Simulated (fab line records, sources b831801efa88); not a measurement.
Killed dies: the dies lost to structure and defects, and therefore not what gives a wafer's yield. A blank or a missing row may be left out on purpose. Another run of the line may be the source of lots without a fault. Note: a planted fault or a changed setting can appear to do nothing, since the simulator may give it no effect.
Matching of chambers	flow sky130	4 sister chambers for SKY_FIELD_ISO_CMP_27 on cmp-01
The step polishes, stops on Si3N4, t overpolish 16 s, target thk 457.8 nm. 16 wafers are shown with their chamber, then 8 later ones without.

== WAFERS, EACH WITH ITS CHAMBER ==
wafer	chamber	motor_current_A (A)	platen_rpm (rpm)	time_to_endpoint_s (s)
L596.2	3	15.2	59.86	119
L596.3	1	11.3	60.01	113
L596.4	0	10.8	60.04	120
L598.2	1	10.5	59.98	116
L598.5	2	13.6	60.02	111
L598.6	1	11.2	59.99	111
L603.3	0	10.9	60.05	117
L603.4	2	14.1	59.93	108
L603.5	2	13.6	60.05	110
L606.1	3	15.2	60.02	120
L606.3	0	10.5	60.07	113
L606.6	0	10.9	59.99	112
L615.1	2	14.3	60.00	108
L615.3	3	14.2	59.94	107
L615.6	0	11.0	60.04	107
L616.1	0	11.0	59.95	110

SIGNATURES, as means of the wafers listed above
reading	chamber 0	chamber 1	chamber 2	chamber 3	scatter within a chamber
motor_current_A	10.850	11.000	13.900	14.867	0.365
platen_rpm	60.0233	59.9933	60.0000	59.9400	0.0508
time_to_endpoint_s	113.17	113.33	109.25	115.33	4.42
Rule: distance of a wafer from a chamber = root of the sum over the readings of ((wafer's reading minus chamber's mean) / reading's scatter) squared. The wafer belongs to the nearest chamber; if the next one is less than 2 further off, it can't be placed. How the scatter is found: for the shown wafers, subtract from each reading the mean of its chamber, square and add these, divide the total by (wafers less chambers), then take the root.

== WAFERS MISSING THEIR CHAMBER ==
wafer	motor_current_A (A)	platen_rpm (rpm)	time_to_endpoint_s (s)
L616.5	11.4	60.08	113
L616.6	11.0	60.04	103
L617.1	14.9	60.00	115
L617.4	11.7	59.98	114
L617.5	11.3	60.03	109
L618.1	14.5	59.99	121
L618.2	11.0	59.98	115
L618.5	15.2	59.98	116

== CHAMBER TAKEN BY EACH ==
wafer	from the rows above	in truth
L616.5	can't be placed: 0 or 1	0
L616.6	can't be placed: 0 or 1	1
L617.1	can't be placed: 3 or 2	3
L617.4	can't be placed: 1 or 0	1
L617.5	can't be placed: 1 or 0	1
L618.1	can't be placed: 3 or 2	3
L618.2	can't be placed: 1 or 0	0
L618.5	3	3
Correct placement for 1 of the 8. These rows do not allow placing 7 (true chamber among the candidates in 7). Placed wrongly: 0.
